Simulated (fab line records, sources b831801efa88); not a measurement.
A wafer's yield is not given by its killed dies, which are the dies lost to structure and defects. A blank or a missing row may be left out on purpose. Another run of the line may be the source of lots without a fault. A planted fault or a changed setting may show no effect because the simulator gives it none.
Matching of chambers + flow gf180mcu + GF_MIM_CVD_05 on pecvd-01 has 3 sister chambers
The step deposits Si3N4, target thk 42 nm, time 29.086 s. 3 wafers are shown with their chamber, then 7 later ones without.

## WAFERS PAIRED WITH THEIR CHAMBERS
| wafer  | chamber | heater_power_w (W) |
|--------|---------|--------------------|
| L930.2 | 2       | 578                |
| L930.3 | 1       | 748                |
| L930.6 | 0       | 660                |

## WAFERS WITH NO CHAMBER GIVEN
| wafer  | heater_power_w (W) |
|--------|--------------------|
| L931.3 | 480                |
| L931.4 | 663                |
| L931.6 | 485                |
| L936.3 | 537                |
| L936.4 | 733                |
| L936.6 | 740                |
| L939.3 | 717                |

## WHICH CHAMBER EACH ONE RAN IN
| wafer  | from the rows above          | in truth |
|--------|------------------------------|----------|
| L931.3 | can't be placed: 2 or 0      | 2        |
| L931.4 | can't be placed: 0 or 1 or 2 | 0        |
| L931.6 | can't be placed: 2 or 0      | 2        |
| L936.3 | can't be placed: 2 or 0      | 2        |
| L936.4 | can't be placed: 1 or 0      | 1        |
| L936.6 | can't be placed: 1 or 0      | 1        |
| L939.3 | can't be placed: 1 or 0 or 2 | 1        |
Correct placement for 0 of the 7. Unplaceable from these rows: 7, with the true chamber sitting among the candidates in 7. 0 placed wrongly.
How it was worked out, from the rows above alone: a wafer's distance from a chamber is the root of the sum, over the readings, of the square of ((its reading less the chamber's mean) divided by the reading's scatter). The wafer belongs to the nearest chamber; if the next one is less than 2 further off, it can't be placed. Each chamber's mean is taken over the wafers shown for it. The scatter (one wafer shown for each chamber): square how far every hidden wafer sits from the nearest shown wafer, average those squares and take the square root.
